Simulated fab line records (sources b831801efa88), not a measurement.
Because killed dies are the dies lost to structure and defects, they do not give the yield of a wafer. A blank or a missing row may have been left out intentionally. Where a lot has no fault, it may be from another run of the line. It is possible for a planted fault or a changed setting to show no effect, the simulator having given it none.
One fault seen from 2 desks	flow sky130	every desk sees just its own numbers, and what lay behind them comes last

METROLOGY DESK
What the gauges read for every lot (on any tool): the sampled wafers with a number, averaged. A lot is out of limits, marked OUT, if its mean lies more than 4 standard deviations from the usual mean; the brackets give that distance.
Columns: A = METAL4_OVL at SKY_METAL4_OVL_MEAS_14, usual 0 nm
lot	first seen here	A
L501	day 41 08:16	-2
L502	day 42 09:34	-2
L503	day 42 23:25	3
L506	day 43 23:04	2
L508	day 43 23:46	7
L515	day 45 18:16	-5
L517	day 45 22:39	0
L518	day 46 06:16	-4
L522	day 47 09:10	4
L521	day 47 11:58	-5
L524	day 47 23:04	3
This desk found nothing out of limits on any of the 11 lots.

AT THE TOOL OWNER'S DESK: pvdSputter-04
The tool's own readings at SKY_METAL4_SPUTTER_02 (material AlCu, target thk 735 nm, time 39.1 s): means of the sampled wafers that have a number, for each lot that ran on this tool. A lot is out of limits, marked OUT, if its mean lies more than 4 standard deviations from the usual mean; the brackets give that distance.
Columns: A = throttleValvePct at SKY_METAL4_SPUTTER_02, usual 29.7 %
lot	first seen here	A
L501	day 39 07:21	30.2
L502	day 40 09:59	29.9
L503	day 40 23:42	30.2
L506	day 42 00:27	29.9
L517	day 44 03:19	30.3
L518	day 44 12:34	29.6
This desk found nothing out of limits on any of the 6 lots.

PUT TOGETHER
The metrology desk saw nothing out of limits.
The desk of the tool owner found nothing out of limits.

WHAT THE SIMULATOR HAD PUT IN
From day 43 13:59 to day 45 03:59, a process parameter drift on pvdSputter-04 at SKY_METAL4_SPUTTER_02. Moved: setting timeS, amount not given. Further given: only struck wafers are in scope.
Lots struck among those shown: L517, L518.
